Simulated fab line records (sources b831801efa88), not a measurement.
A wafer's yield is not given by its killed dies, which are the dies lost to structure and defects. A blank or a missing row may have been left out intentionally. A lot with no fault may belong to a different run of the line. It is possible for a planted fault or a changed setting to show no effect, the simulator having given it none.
Which tool was responsible? :: flow sfqLine :: 6 lots, 18 wafers sampled, at 3 steps of a route of 325

WHAT THE GAUGES READ, wafer by wafer
SFQ_M7_OVL_MEAS_945.
lot: L714
measured: day 62 19:26
on: overlay-01
M7_OVL (nm): 2 0 10

lot: L716
measured: day 63 14:28
on: overlay-01
M7_OVL (nm): 46 46 49

lot: L718
measured: day 64 12:50
on: overlay-02
M7_OVL (nm): 53 50 49

lot: L721
measured: day 65 15:17
on: overlay-01
M7_OVL (nm): 10 3 4

lot: L734
measured: day 71 18:55
on: overlay-02
M7_OVL (nm): 3 0 -6

lot: L736
measured: day 72 00:56
on: overlay-01
M7_OVL (nm): 4 7 8

WHAT TOOL EACH LOT RAN ON (gives the tool, then ch and the chambers of the sampled wafers, and finally the start)
lot: L714
SFQ_TRILAYER_M6_BARC_OPEN_METAL_ETCH_206: rieMetal-01 ch 0, day 56 23:40
SFQ_TRILAYER_M7_LITHO_EXPOSE_178: krfScanner-02 ch 0, day 62 18:08

lot: L716
SFQ_TRILAYER_M6_BARC_OPEN_METAL_ETCH_206: rieMetal-02 ch 0,1, day 57 15:25
SFQ_TRILAYER_M7_LITHO_EXPOSE_178: krfScanner-02 ch 0, day 63 12:58

lot: L718
SFQ_TRILAYER_M6_BARC_OPEN_METAL_ETCH_206: rieMetal-03 ch 0,1, day 58 09:04
SFQ_TRILAYER_M7_LITHO_EXPOSE_178: krfScanner-02 ch 0, day 64 11:20

lot: L721
SFQ_TRILAYER_M6_BARC_OPEN_METAL_ETCH_206: rieMetal-01 ch 0,1, day 59 17:07
SFQ_TRILAYER_M7_LITHO_EXPOSE_178: krfScanner-01 ch 0, day 65 13:59

lot: L734
SFQ_TRILAYER_M6_BARC_OPEN_METAL_ETCH_206: rieMetal-03 ch 0, day 62 07:28
SFQ_TRILAYER_M7_LITHO_EXPOSE_178: krfScanner-01 ch 0, day 71 17:25

lot: L736
SFQ_TRILAYER_M6_BARC_OPEN_METAL_ETCH_206: rieMetal-02 ch 1, day 62 18:18
SFQ_TRILAYER_M7_LITHO_EXPOSE_178: krfScanner-01 ch 0, day 71 23:49
- SFQ_TRILAYER_M6_BARC_OPEN_METAL_ETCH_206: etches BARC in O2, target depth 125 nm, time 41.7 s.
- SFQ_TRILAYER_M7_LITHO_EXPOSE_178: exposes mask M7, target cd 500 nm.

THE ANSWER, worked out from the rows above alone
Rule: usual is defined by the lots themselves. Put in order of their means at a reading, lots are off if they are a third of the lots or fewer, leave a main group of 4 or more, and stand apart from it by a gap of 3 or more times the standard deviation of the main group's means; of several such gaps the widest counts. A main group whose means are all the same, to the digits that the tables above print for the reading, isn't used. Also off: a lot with no number at a reading for which 4 or more lots have one. Where the step has rows for the other lots, those lots are counted as sound.
Off: L716, L718, at SFQ_M7_OVL_MEAS_945 (M7_OVL). The main group: mean 4 nm, standard deviation 2.9.
A tool fits if, at a process step before that reading, it ran every lot that is off, and no sound lot after the first of them. Gauges at SFQ_M7_OVL_MEAS_945: tried the same way as those tools. One candidate fits, namely krfScanner-02 at SFQ_TRILAYER_M7_LITHO_EXPOSE_178. A fault onset in the window from L714 (day 62 18:08, its last sound lot) to L716 (day 63 12:58, its first lot off) fits.

WHAT WAS PUT IN BY THE SIMULATOR
Scanner matching overlay: krfScanner-02, from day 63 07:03 on, at SFQ_TRILAYER_M7_LITHO_EXPOSE_178. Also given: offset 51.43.
Shown lots that were struck: L716, L718. The rule above found the same.
